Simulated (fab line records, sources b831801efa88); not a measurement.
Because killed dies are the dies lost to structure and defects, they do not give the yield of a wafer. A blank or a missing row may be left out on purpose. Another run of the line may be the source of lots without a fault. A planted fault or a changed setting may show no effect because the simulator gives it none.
fab line records	flow sky130
record: lots: 13	wafers: 38	last_day: 49
route steps=708 shown PWDE@54 NWELL@79 VT_ADJUST_HVTP@94 PAD_OPEN@708
lots that met no fault: taken from a fault-free run of the same line
start_h: start of the lot's first displayed wafer, in hours after the record's first day	wait_h: hours since the lot's step before	" identical to the entry in the row above	L1.1+2: several wafers, shown together as one row	- no value, or no start given	* or withheld: withheld	< > ~ a bound
route shown NAME@n: NAME is a module with steps in the file, n the number in the route of the first one	usual: mean and standard deviation over wafers with no fault	same: alike in all rows	chamber/n: place in a boat	sites: each site's reading	_std_site: the standard deviation of these	_edge_site: mean of outer sites minus mean of inner sites	radius_mm: for every site, how far away it sits from the centre of the wafer	mask NAME#n: copy n	behind: the last tool/chamber to shape the wafer	hold: what put the lot on hold/how long, in hours/how the hold closed	device: which transistor (n, p or np) failed to switch	end of line: at the end of the route, the tests of the same wafers	where a step has no rows: the recipe by itself	killed: dies that structure and defects cost at the first sort, which is not the same as the wafer's yield	map: shows each die of a wafer: x if killed, . if not, _ if none is there
set.NAME: the setting that was run; set.NAME@STEP: the one run at that earlier step	model.NAME: the simulator's own value behind a step, which no gauge read
route steps across a sampled set of lots; one table per step, one row per wafer
services: when a tool's chamber went out of use (start_h, in hours from the record's first day, below 0 if earlier), for how many hours, and the reason
== steps ==
step: SKY_PWDE_STRIP_09
recipe: chemistry: O2/N2	power_w: 1400	pressure_mtorr: 1500	platen_temp_c: withheld	o2_flow_sccm: 3000	n2_flow_sccm: 300	overash_fraction: 0.5
usual: drypump_motor_current_A: 5.6/0.49	n2_flow_sccm: 299.9/0.85	oes_product_au: 0.722/0.0047	strip_time_to_endpoint_s: 36.89/0.11
lot.wafer	tool	chamber	start_h	wait_h	drypump_motor_current_A	n2_flow_sccm	oes_product_au	rf_hours_counter_h	strip_time_to_endpoint_s
L880.1	plasma_asher-02	0	74.76	0.1	4.9	298.4	0.724	27	36.74
L880.3	"	0	"	"	4.9	299.9	0.722	-	36.87
L880.4	"	1	"	"	5.6	299.5	0.728	-	36.83
L881.3	plasma_asher-04	0	78.84	0.1	5.7	300.9	0.713	-	37.12
L881.4	"	1	"	"	5.8	298.9	0.712	-	37.03
L881.5	"	1	"	"	5.8	299.6	0.725	-	37.05
L883.4	plasma_asher-02	1	91.29	0.1	5.6	299.2	0.724	-	36.99
L883.5	"	1	"	"	5.6	299.6	0.725	-	36.95
L883.6	"	0	"	"	4.9	300.3	0.713	-	36.88
L885.2	plasma_asher-02	1	113.69	0.1	5.6	300.0	0.721	32	36.92
L885.5	"	1	"	"	5.6	300.3	0.719	-	36.83
L885.6	"	0	"	"	4.9	299.5	0.718	-	36.82
L887.1	plasma_asher-02	0	119.45	0.1	4.9	299.2	0.708	33	36.68
L887.2	"	1	"	"	5.6	300.3	0.716	33	36.78
L887.4	"	0	"	"	4.9	300.3	0.728	-	36.80
L888.3	plasma_asher-04	0	121.14	0.1	5.7	299.9	0.720	-	36.83
L888.5	"	0	"	"	5.7	299.8	0.716	-	36.74
L888.6	"	1	"	"	5.9	299.5	0.725	-	36.64
L889.1	plasma_asher-04	0	125.95	0.1	5.6	298.9	0.719	1	36.71
L889.5	"	1	"	"	5.8	301.4	0.720	-	36.75
L889.6	"	0	"	"	5.6	297.7	0.721	-	36.90
L891.1	plasma_asher-03	0	140.86	0.1	6.4	299.0	0.719	45	36.98
L891.3	"	0	"	"	6.4	298.7	0.719	-	36.83
L891.6	"	0	"	"	6.4	298.9	0.723	-	36.77
L893.1	plasma_asher-03	1	149.09	0.1	5.4	298.7	0.722	46	36.92
L893.3	"	1	"	"	5.4	298.7	0.722	-	36.88
L893.5	"	0	"	"	6.4	299.5	0.731	-	36.84
L894.3	plasma_asher-04	1	154.33	0.1	5.8	299.9	0.720	-	36.85
L894.5	"	1	"	"	5.8	299.0	0.725	-	36.93
L894.6	"	0	"	"	5.6	300.5	0.720	-	36.95
L895.3	plasma_asher-02	0	161.02	0.1	4.9	299.4	0.723	-	36.99
L895.4	"	1	"	"	5.6	300.5	0.732	-	36.95
L895.6	"	0	"	"	4.9	299.3	0.721	-	36.88
L896.3	plasma_asher-03	1	165.87	0.1	5.4	300.4	0.722	-	36.90
L896.4	"	0	"	"	6.5	299.0	0.717	-	37.03
L896.6	"	0	"	"	6.5	300.4	0.724	-	36.91
L897.5	plasma_asher-02	0	170.45	0.1	4.9	301.0	0.725	-	36.88
L897.6	"	1	"	"	5.6	299.2	0.727	-	36.80
step: SKY_PWDE_TW_MEAS_10
usual: PWDE_TW: 375.8/1.7
lot.wafer	tool	chamber	start_h	wait_h	PWDE_TW
L880.1	film_metro-03	-	74.86	0.1	377.5
L880.3	"	-	"	"	376.7
L880.4	"	-	"	"	376.1
L881.3	film_metro-02	-	78.93	0.1	376.1
L881.4	"	-	"	"	379.8
L881.5	"	-	"	"	377.7
L883.4	film_metro-02	-	91.39	0.1	376.7
L883.5	"	-	"	"	376.1
L883.6	"	-	"	"	376.6
L885.2	film_metro-04	-	113.80	0.1	375.2
L885.5	"	-	"	"	375.6
L885.6	"	-	"	"	375.9
L887.1	film_metro-03	-	119.55	0.1	373.7
L887.2	"	-	"	"	373.1
L887.4	"	-	"	"	374.3
L888.3	film_metro-04	-	121.23	0.1	374.5
L888.5	"	-	"	"	374.4
L888.6	"	-	"	"	374.3
L889.1	film_metro-02	-	126.05	0.1	376.9
L889.5	"	-	"	"	377.4
L889.6	"	-	"	"	376.2
L891.1	film_metro-03	-	140.96	0.1	376.0
L891.3	"	-	"	"	376.8
L891.6	"	-	"	"	374.2
L893.1	film_metro-02	-	149.19	0.1	377.3
L893.3	"	-	"	"	375.7
L893.5	"	-	"	"	375.6
L894.3	film_metro-04	-	154.42	0.1	371.9
L894.5	"	-	"	"	374.5
L894.6	"	-	"	"	374.6
L895.3	film_metro-03	-	161.11	0.1	375.2
L895.4	"	-	"	"	374.4
L895.6	"	-	"	"	373.5
L896.3	film_metro-02	-	165.96	0.1	376.7
L896.4	"	-	"	"	375.8
L896.6	"	-	"	"	374.4
L897.5	film_metro-02	-	170.53	0.0	376.8
L897.6	"	-	"	"	375.8
step: SKY_NWELL_TW_MEAS_26
usual: NWELL_2_TW: 500/3.4
lot.wafer	tool	chamber	start_h	wait_h	NWELL_2_TW
L880.1	film_metro-03	-	110.09	0.1	497
L880.3	"	-	"	"	495
L880.4	"	-	"	"	498
L881.3	film_metro-02	-	114.57	0.1	503
L881.4	"	-	"	"	501
L881.5	"	-	"	"	502
L883.4	film_metro-04	-	128.77	0.1	495
L883.5	"	-	"	"	493
L883.6	"	-	"	"	499
L885.2	film_metro-02	-	152.77	0.1	500
L885.5	"	-	"	"	495
L885.6	"	-	"	"	497
L887.1	film_metro-03	-	158.96	0.1	497
L887.2	"	-	"	"	499
L887.4	"	-	"	"	500
L888.3	film_metro-03	-	160.63	0.1	501
L888.5	"	-	"	"	499
L888.6	"	-	"	"	502
L889.1	film_metro-04	-	167.04	0.1	495
L889.5	"	-	"	"	498
L889.6	"	-	"	"	495
L891.1	film_metro-04	-	181.19	0.1	497
L891.3	"	-	"	"	497
L891.6	"	-	"	"	495
L893.1	film_metro-02	-	190.94	0.1	499
L893.3	"	-	"	"	497
L893.5	"	-	"	"	499
L894.3	film_metro-03	-	196.56	0.1	505
L894.5	"	-	"	"	506
L894.6	"	-	"	"	502
L895.3	film_metro-02	-	203.18	0.1	501
L895.4	"	-	"	"	503
L895.6	"	-	"	"	503
L896.3	film_metro-03	-	209.46	0.1	499
L896.4	"	-	"	"	504
L896.6	"	-	"	"	503
L897.5	film_metro-03	-	213.29	0.0	505
L897.6	"	-	"	"	504
step: SKY_VT_ADJUST_HVTP_IMPLANT_09
recipe: species: As	energy_kev: 150	dose_cm2: 4.3e+12	tilt_deg: withheld
usual: beam_energy_keV: 150.01/0.046
lot.wafer	tool	chamber	start_h	wait_h	beam_energy_keV
L880.1	implanter-01	0	128.91	0.0	150.04
L880.3	"	0	"	"	150.05
L880.4	"	0	"	"	150.05
L881.3	implanter-01	0	133.36	0.1	150.01
L881.4	"	0	"	"	149.98
L881.5	"	0	"	"	149.92
L883.4	implanter-04	0	148.78	0.1	149.99
L883.5	"	0	"	"	150.03
L883.6	"	0	"	"	150.10
L885.2	implanter-03	0	173.05	0.2	150.01
L885.5	"	0	"	"	149.97
L885.6	"	0	"	"	150.04
L887.1	implanter-04	0	178.61	0.0	150.02
L887.2	"	0	"	"	149.99
L887.4	"	0	"	"	150.02
L888.3	implanter-04	0	181.41	0.1	149.98
L888.5	"	0	"	"	150.03
L888.6	"	0	"	"	149.97
L889.1	implanter-01	0	187.61	0.0	149.98
L889.5	"	0	"	"	150.00
L889.6	"	0	"	"	150.06
L891.1	implanter-03	0	202.91	0.0	149.99
L891.3	"	0	"	"	150.07
L891.6	"	0	"	"	149.95
L893.1	implanter-04	0	213.51	0.0	150.01
L893.3	"	0	"	"	150.02
L893.5	"	0	"	"	149.98
L894.3	implanter-03	0	219.53	0.1	149.98
L894.5	"	0	"	"	150.01
L894.6	"	0	"	"	150.15
L895.3	implanter-04	0	225.73	0.1	149.89
L895.4	"	0	"	"	149.99
L895.6	"	0	"	"	149.99
L896.3	implanter-03	0	230.98	0.1	150.02
L896.4	"	0	"	"	150.06
L896.6	"	0	"	"	150.07
L897.5	implanter-04	0	235.51	0.1	149.99
L897.6	"	0	"	"	150.04
step: SKY_VT_ADJUST_HVTP_TW_MEAS_11
usual: VT_ADJUST_HVTP_TW: 1364/10
lot.wafer	tool	chamber	start_h	wait_h	VT_ADJUST_HVTP_TW
L880.1	film_metro-02	-	129.16	0.1	1368
L880.3	"	-	"	"	1369
L880.4	"	-	"	"	1370
L881.3	film_metro-01	-	133.58	0.1	1356
L881.4	"	-	"	"	1357
L881.5	"	-	"	"	1364
L883.4	film_metro-02	-	148.99	0.1	1373
L883.5	"	-	"	"	1362
L883.6	"	-	"	"	1366
L885.2	film_metro-03	-	173.29	0.1	1360
L885.5	"	-	"	"	1365
L885.6	"	-	"	"	1365
L887.1	film_metro-01	-	178.86	0.1	1365
L887.2	"	-	"	"	1356
L887.4	"	-	"	"	1355
L888.3	film_metro-01	-	181.63	0.1	1350
L888.5	"	-	"	"	1359
L888.6	"	-	"	"	1363
L889.1	film_metro-01	-	187.86	0.1	1355
L889.5	"	-	"	"	1355
L889.6	"	-	"	"	1361
L891.1	film_metro-01	-	203.16	0.1	1353
L891.3	"	-	"	"	1354
L891.6	"	-	"	"	1347
L893.1	film_metro-01	-	213.80	0.1	1356
L893.3	"	-	"	"	1347
L893.5	"	-	"	"	1355
L894.3	film_metro-03	-	219.75	0.1	1372
L894.5	"	-	"	"	1371
L894.6	"	-	"	"	1376
L895.3	film_metro-01	-	225.95	0.1	1252
L895.4	"	-	"	"	1351
L895.6	"	-	"	"	1348
L896.3	film_metro-03	-	231.20	0.1	1372
L896.4	"	-	"	"	1373
L896.6	"	-	"	"	1377
L897.5	film_metro-03	-	235.70	0.0	1265
L897.6	"	-	"	"	1374
step: SKY_PAD_OPEN_PROBE_99
usual: killed_at_M0_to_M3: 42/7.1	killed_at_M4_up: 3.3/1.9	killed_at_contacts: 24/5	killed_at_front_end: 15/4.7	killed_at_other: 0.3/0.61	killed_dies: 86/9.6	killed_open: 47/7.5	killed_short: 38/6.6
same: gross_dies: 492	killed_at_back_side: 0
lot.wafer	tool	chamber	start_h	wait_h	killed_at_M0_to_M3	killed_at_M4_up	killed_at_contacts	killed_at_front_end	killed_at_other	killed_dies	killed_open	killed_short
L880.1	prober-01	-	1084.13	0.1	41	3	29	9	0	82	57	25
L880.3	prober-01	-	1084.23	0.2	39	9	25	19	0	92	41	51
L880.4	prober-01	-	1084.28	0.2	33	1	22	16	1	73	33	40
L881.3	prober-02	-	1087.45	0.2	49	3	19	8	1	80	35	45
L881.4	prober-02	-	1087.50	0.2	49	6	20	10	0	85	46	39
L881.5	prober-02	-	1087.55	0.2	38	2	26	8	1	75	47	27
L883.4	prober-02	-	1110.78	0.2	51	3	27	17	2	100	48	52
L883.5	prober-02	-	1110.83	0.2	55	3	30	11	0	99	56	42
L883.6	prober-02	-	1110.88	0.2	50	4	28	22	1	105	64	37
L885.2	prober-01	-	1124.90	0.1	44	5	19	13	0	81	41	40
L885.5	prober-01	-	1125.05	0.2	44	6	26	7	0	83	43	40
L885.6	prober-01	-	1125.10	0.2	52	5	19	9	1	86	46	40
L887.1	prober-02	-	1127.46	0.1	41	5	22	14	0	82	41	41
L887.2	prober-02	-	1127.51	0.1	46	2	18	14	1	81	44	37
L887.4	prober-02	-	1127.61	0.2	51	1	20	11	0	83	46	37
L888.3	prober-01	-	1133.22	0.2	35	3	26	19	0	83	49	34
L888.5	prober-01	-	1133.32	0.2	35	4	27	15	1	82	48	34
L888.6	prober-01	-	1133.37	0.2	51	2	25	17	0	95	49	46
L889.1	prober-02	-	1141.03	0.1	37	1	21	7	1	67	37	30
L889.5	prober-02	-	1141.23	0.2	47	5	17	12	2	83	42	40
L889.6	prober-02	-	1141.28	0.2	42	4	22	6	0	74	44	30
L891.1	prober-02	-	1151.02	0.1	44	5	27	13	0	89	43	46
L891.3	prober-02	-	1151.12	0.2	35	1	30	20	1	87	51	36
L891.6	prober-02	-	1151.27	0.2	39	3	34	24	0	100	54	46
L893.1	prober-02	-	1162.57	0.1	38	4	38	15	0	95	57	38
L893.3	prober-02	-	1162.67	0.2	38	1	34	23	0	96	61	34
L893.5	prober-02	-	1162.77	0.2	55	3	27	15	1	101	57	44
L895.3	prober-01	-	1174.37	0.2	53	3	29	16	1	102	54	47
L895.4	prober-01	-	1174.42	0.2	40	1	22	15	1	79	45	34
L895.6	prober-01	-	1174.52	0.2	49	6	23	25	0	103	50	53
L894.3	prober-02	-	1175.87	0.2	54	3	16	18	0	91	49	41
L894.5	prober-02	-	1175.97	0.2	35	4	29	14	1	83	36	47
L894.6	prober-02	-	1176.02	0.2	38	1	25	26	0	90	49	41
L896.3	prober-01	-	1177.37	0.2	57	1	32	8	0	98	57	41
L896.4	prober-01	-	1177.42	0.2	35	3	24	18	3	83	38	44
L896.6	prober-01	-	1177.52	0.2	57	1	25	10	0	93	54	39
L897.5	prober-02	-	1179.45	0.2	40	5	25	16	0	86	49	37
L897.6	prober-02	-	1179.50	0.2	34	3	26	19	0	82	44	38
killed by level:class
L880.1 VIA1:geometric_particle:open=19 CONTACT:geometric_particle:open=17 VIA2:geometric_particle:open=5 POLY_GATE:geometric_particle:short=4 LI_CONTACT:geometric_particle:open=4 CONTACT:geometric_particle:short=4 VIA1:geometric_particle:short=4 VIA3:geometric_particle:open=4
L880.3 VIA3:geometric_particle:open=9 LOCAL_INTERCONNECT:geometric_particle:short=7 FIELD_ISO:geometric_particle:short=6 CONTACT:geometric_particle:open=6 VIA1:geometric_particle:short=6 METAL2:geometric_particle:short=6 FIELD_ISO:geometric_particle:open=5 CONTACT:geometric_particle:short=5
L880.4 CONTACT:geometric_particle:open=9 POLY_GATE:geometric_particle:short=6 LI_CONTACT:geometric_particle:open=6 VIA1:geometric_particle:short=6 METAL1:geometric_particle:short=5 METAL2:geometric_particle:short=5 VIA2:geometric_particle:open=5 FIELD_ISO:geometric_particle:short=4
L881.3 METAL2:geometric_particle:short=10 METAL1:geometric_particle:short=8 VIA2:geometric_particle:open=8 CONTACT:geometric_particle:open=7 VIA1:geometric_particle:open=6 LI_CONTACT:geometric_particle:open=5 VIA1:geometric_particle:short=5 LI_CONTACT:geometric_particle:short=3
L881.4 CONTACT:geometric_particle:open=9 METAL2:geometric_particle:short=9 VIA2:geometric_particle:open=8 VIA1:geometric_particle:open=6 VIA1:geometric_particle:short=5 VIA3:geometric_particle:open=5 VIA3:geometric_particle:short=5 POLY_GATE:geometric_particle:open=4
L881.5 CONTACT:geometric_particle:open=13 VIA2:geometric_particle:open=7 VIA3:geometric_particle:open=7 CONTACT:geometric_particle:short=6 LI_CONTACT:geometric_particle:open=5 VIA1:geometric_particle:short=5 VIA1:geometric_particle:open=5 METAL2:geometric_particle:short=3
L883.4 VIA1:geometric_particle:open=10 VIA3:geometric_particle:open=9 LI_CONTACT:geometric_particle:open=9 METAL2:geometric_particle:short=6 METAL1:geometric_particle:short=6 FIELD_ISO:geometric_particle:short=5 LI_CONTACT:geometric_particle:short=5 LOCAL_INTERCONNECT:geometric_particle:short=5
L883.5 VIA1:geometric_particle:open=16 CONTACT:geometric_particle:open=13 METAL2:geometric_particle:short=8 POLY_GATE:geometric_particle:short=7 LI_CONTACT:geometric_particle:open=6 VIA3:geometric_particle:open=6 LOCAL_INTERCONNECT:geometric_particle:short=5 VIA1:geometric_particle:short=5
L883.6 VIA1:geometric_particle:open=14 CONTACT:geometric_particle:open=10 VIA2:geometric_particle:open=9 VIA3:geometric_particle:open=9 LI_CONTACT:geometric_particle:open=8 POLY_GATE:geometric_particle:open=5 CONTACT:geometric_particle:short=5 VIA1:geometric_particle:short=5
L885.2 CONTACT:geometric_particle:open=8 VIA1:geometric_particle:open=8 VIA1:geometric_particle:short=7 VIA2:geometric_particle:open=6 VIA3:geometric_particle:open=6 LI_CONTACT:geometric_particle:open=4 VIA3:geometric_particle:short=4 METAL2:geometric_particle:short=4
L885.5 CONTACT:geometric_particle:open=12 VIA1:geometric_particle:open=8 VIA2:geometric_particle:open=8 METAL4:geometric_particle:short=6 METAL2:geometric_particle:short=6 METAL1:geometric_particle:short=5 POLY_GATE:geometric_particle:open=4 LI_CONTACT:geometric_particle:open=4
L885.6 VIA1:geometric_particle:open=11 CONTACT:geometric_particle:open=8 VIA2:geometric_particle:open=7 VIA3:geometric_particle:open=7 LOCAL_INTERCONNECT:geometric_particle:short=5 METAL3:geometric_particle:short=5 VIA1:geometric_particle:short=4 METAL2:geometric_particle:short=4
L887.1 METAL1:geometric_particle:short=10 CONTACT:geometric_particle:open=9 VIA1:geometric_particle:open=6 CONTACT:geometric_particle:short=5 VIA1:geometric_particle:short=5 METAL2:geometric_particle:short=5 FIELD_ISO:geometric_particle:open=4 POLY_GATE:geometric_particle:open=4
L887.2 VIA3:geometric_particle:open=11 METAL1:geometric_particle:short=8 VIA1:geometric_particle:open=8 FIELD_ISO:geometric_particle:short=7 LI_CONTACT:geometric_particle:open=6 VIA2:geometric_particle:open=6 CONTACT:geometric_particle:open=5 VIA1:geometric_particle:short=5
L887.4 VIA3:geometric_particle:open=14 VIA1:geometric_particle:open=7 CONTACT:geometric_particle:short=6 CONTACT:geometric_particle:open=6 METAL2:geometric_particle:short=6 POLY_GATE:geometric_particle:open=5 METAL1:geometric_particle:short=5 LI_CONTACT:geometric_particle:open=4
L888.3 VIA3:geometric_particle:open=10 VIA1:geometric_particle:open=9 CONTACT:geometric_particle:short=7 FIELD_ISO:geometric_particle:open=6 LI_CONTACT:geometric_particle:open=6 CONTACT:geometric_particle:open=6 FIELD_ISO:geometric_particle:short=5 LI_CONTACT:geometric_particle:short=5
L888.5 CONTACT:geometric_particle:open=10 VIA1:geometric_particle:open=8 CONTACT:geometric_particle:short=7 VIA2:geometric_particle:open=6 LI_CONTACT:geometric_particle:open=6 FIELD_ISO:geometric_particle:short=5 VIA3:geometric_particle:open=5 FIELD_ISO:geometric_particle:open=4
L888.6 CONTACT:geometric_particle:open=11 VIA1:geometric_particle:open=9 LI_CONTACT:geometric_particle:open=7 FIELD_ISO:geometric_particle:short=6 VIA3:geometric_particle:short=6 METAL2:geometric_particle:short=6 VIA2:geometric_particle:open=6 VIA3:geometric_particle:open=6
L889.1 VIA1:geometric_particle:open=11 METAL1:geometric_particle:short=7 LI_CONTACT:geometric_particle:open=6 CONTACT:geometric_particle:open=5 CONTACT:geometric_particle:short=5 VIA3:geometric_particle:open=5 POLY_GATE:geometric_particle:open=4 LOCAL_INTERCONNECT:geometric_particle:short=4
L889.5 METAL2:geometric_particle:short=10 VIA1:geometric_particle:open=9 CONTACT:geometric_particle:open=7 VIA3:geometric_particle:open=6 METAL3:geometric_particle:short=6 VIA2:geometric_particle:open=6 FIELD_ISO:geometric_particle:open=5 METAL1:geometric_particle:short=5
L889.6 VIA1:geometric_particle:open=11 CONTACT:geometric_particle:open=7 LI_CONTACT:geometric_particle:open=6 VIA2:geometric_particle:open=6 LI_CONTACT:geometric_particle:short=4 METAL2:geometric_particle:open=4 METAL3:geometric_particle:short=4 VIA3:geometric_particle:open=4
L891.1 CONTACT:geometric_particle:open=11 VIA1:geometric_particle:open=11 LI_CONTACT:geometric_particle:open=7 FIELD_ISO:geometric_particle:short=6 METAL2:geometric_particle:short=6 VIA3:geometric_particle:open=6 LOCAL_INTERCONNECT:geometric_particle:short=5 METAL1:geometric_particle:short=5
L891.3 CONTACT:geometric_particle:open=13 VIA2:geometric_particle:open=8 VIA1:geometric_particle:open=8 CONTACT:geometric_particle:short=7 FIELD_ISO:geometric_particle:open=6 SPACER:geometric_particle:open=5 LI_CONTACT:geometric_particle:open=5 POLY_GATE:geometric_particle:short=4
L891.6 LI_CONTACT:geometric_particle:open=12 CONTACT:geometric_particle:open=12 CONTACT:geometric_particle:short=8 FIELD_ISO:geometric_particle:open=6 FIELD_ISO:geometric_particle:short=6 POLY_GATE:geometric_particle:open=6 METAL2:geometric_particle:short=6 METAL1:geometric_particle:short=5
L893.1 CONTACT:geometric_particle:open=16 LI_CONTACT:geometric_particle:open=10 VIA1:geometric_particle:open=10 CONTACT:geometric_particle:short=6 VIA3:geometric_particle:open=6 METAL1:geometric_particle:short=5 METAL2:geometric_particle:short=4 VIA2:geometric_particle:open=4
L893.3 CONTACT:geometric_particle:open=14 VIA1:geometric_particle:open=12 LI_CONTACT:geometric_particle:open=9 LI_CONTACT:geometric_particle:short=7 FIELD_ISO:geometric_particle:open=6 POLY_GATE:geometric_particle:short=6 VIA2:geometric_particle:open=6 POLY_GATE:geometric_particle:open=5
L893.5 VIA1:geometric_particle:open=16 LI_CONTACT:geometric_particle:open=10 METAL2:geometric_particle:short=8 FIELD_ISO:geometric_particle:short=7 CONTACT:geometric_particle:open=7 VIA3:geometric_particle:open=7 VIA2:geometric_particle:open=6 METAL1:geometric_particle:short=5
L895.3 VIA3:geometric_particle:open=10 CONTACT:geometric_particle:open=10 VIA1:geometric_particle:open=9 VIA1:geometric_particle:short=7 METAL2:geometric_particle:short=7 FIELD_ISO:geometric_particle:short=6 LOCAL_INTERCONNECT:geometric_particle:short=6 LI_CONTACT:geometric_particle:open=6
L895.4 VIA1:geometric_particle:open=10 CONTACT:geometric_particle:open=8 VIA1:geometric_particle:short=6 POLY_GATE:geometric_particle:open=5 LI_CONTACT:geometric_particle:open=5 VIA3:geometric_particle:open=5 VIA2:geometric_particle:open=5 FIELD_ISO:geometric_particle:short=4
L895.6 FIELD_ISO:geometric_particle:short=9 METAL1:geometric_particle:short=8 VIA3:geometric_particle:open=7 CONTACT:geometric_particle:open=7 VIA2:geometric_particle:open=7 CONTACT:geometric_particle:short=6 METAL2:geometric_particle:short=6 POLY_GATE:geometric_particle:open=5
L894.3 VIA2:geometric_particle:open=11 FIELD_ISO:geometric_particle:open=8 VIA3:geometric_particle:open=8 METAL1:geometric_particle:short=7 METAL2:geometric_particle:short=6 VIA2:geometric_particle:short=5 LOCAL_INTERCONNECT:geometric_particle:short=4 CONTACT:geometric_particle:open=4
L894.5 LOCAL_INTERCONNECT:geometric_particle:short=9 CONTACT:geometric_particle:open=9 FIELD_ISO:geometric_particle:short=7 VIA1:geometric_particle:open=7 LI_CONTACT:geometric_particle:open=5 VIA2:geometric_particle:open=5 CONTACT:geometric_particle:short=5 METAL2:geometric_particle:short=5
L894.6 CONTACT:geometric_particle:open=11 VIA1:geometric_particle:open=10 FIELD_ISO:geometric_particle:short=7 FIELD_ISO:geometric_particle:open=5 LOCAL_INTERCONNECT:geometric_particle:short=5 METAL1:geometric_particle:short=5 VIA2:geometric_particle:open=5 POLY_GATE:geometric_particle:open=4
L896.3 LI_CONTACT:geometric_particle:open=12 CONTACT:geometric_particle:open=12 METAL2:geometric_particle:short=9 VIA3:geometric_particle:open=8 METAL1:geometric_particle:short=6 VIA1:geometric_particle:short=6 VIA2:geometric_particle:open=6 METAL3:geometric_particle:short=6
L896.4 LI_CONTACT:geometric_particle:open=7 VIA2:geometric_particle:open=7 LOCAL_INTERCONNECT:geometric_particle:short=6 CONTACT:geometric_particle:open=5 VIA3:geometric_particle:open=5 FIELD_ISO:geometric_particle:open=4 FIELD_ISO:geometric_particle:short=4 POLY_GATE:geometric_particle:short=4
L896.6 VIA2:geometric_particle:open=14 VIA1:geometric_particle:open=12 METAL2:geometric_particle:short=11 LI_CONTACT:geometric_particle:open=9 CONTACT:geometric_particle:open=8 VIA1:geometric_particle:short=5 LOCAL_INTERCONNECT:geometric_particle:short=4 VIA3:geometric_particle:short=4
L897.5 VIA1:geometric_particle:open=10 CONTACT:geometric_particle:open=9 VIA1:geometric_particle:short=7 LI_CONTACT:geometric_particle:open=6 VIA3:geometric_particle:open=6 METAL2:geometric_particle:short=4 VIA2:geometric_particle:short=4 FIELD_ISO:geometric_particle:open=3
L897.6 LI_CONTACT:geometric_particle:open=9 CONTACT:geometric_particle:open=8 VIA3:geometric_particle:open=8 METAL2:geometric_particle:short=7 VIA1:geometric_particle:open=6 FIELD_ISO:geometric_particle:short=5 FIELD_ISO:geometric_particle:open=4 CONTACT:geometric_particle:short=4
== services ==
tool	chamber	start_h	hours	kind
implanter-04	-	63.05	11.3	repair
implanter-03	-	64.62	2.1	repair
plasma_asher-03	-	78.19	18.8	pm
implanter-04	-	78.59	2.1	pm
implanter-01	-	85.24	2.5	repair
plasma_asher-04	-	108.75	9.0	pm
plasma_asher-04	0	108.75	9.0	vent_cycle
plasma_asher-04	1	108.75	9.0	vent_cycle
implanter-01	-	116.29	2.6	repair
plasma_asher-04	0	117.75	-	clean
plasma_asher-04	1	117.75	-	clean
implanter-04	-	158.73	2.4	pm
implanter-03	-	163.02	3.8	repair
implanter-01	-	171.73	2.9	repair
implanter-04	-	172.45	6.1	repair
implanter-01	-	179.78	0.6	repair
implanter-01	-	202.82	2.0	pm
implanter-03	-	204.92	1.0	repair
== key ==
first_sign: step: SKY_VT_ADJUST_HVTP_TW_MEAS_11	reading: VT_ADJUST_HVTP_TW	direction: down	sigmas: 11	usual: 1364	struck: 1259
effect none on later readings
met_at SKY_VT_ADJUST_HVTP_IMPLANT_09
struck_lots L895,L897
struck_wafers L895.3,L897.5
tester_left_out L895,L897
not_acting_at SKY_PWDE_STRIP_09,SKY_PWDE_TW_MEAS_10,SKY_NWELL_TW_MEAS_26
onset_between 213.51 225.73
fault: kind: process_parameter_drift	tool: implanter-04	chamber: -	onset_h: 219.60	steps: SKY_VT_ADJUST_HVTP_IMPLANT_09	channel: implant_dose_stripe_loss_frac	offset: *	shape: step	end_h: 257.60	scope: struck_wafers_only
tester_left_out: of these lots the tester's yield and bins aren't shown, on N5 and GAA mostly nor the transistor test; their killed dies are dies lost to structure and defects alone, not to doping, threshold or leakage, so they don't give the yield
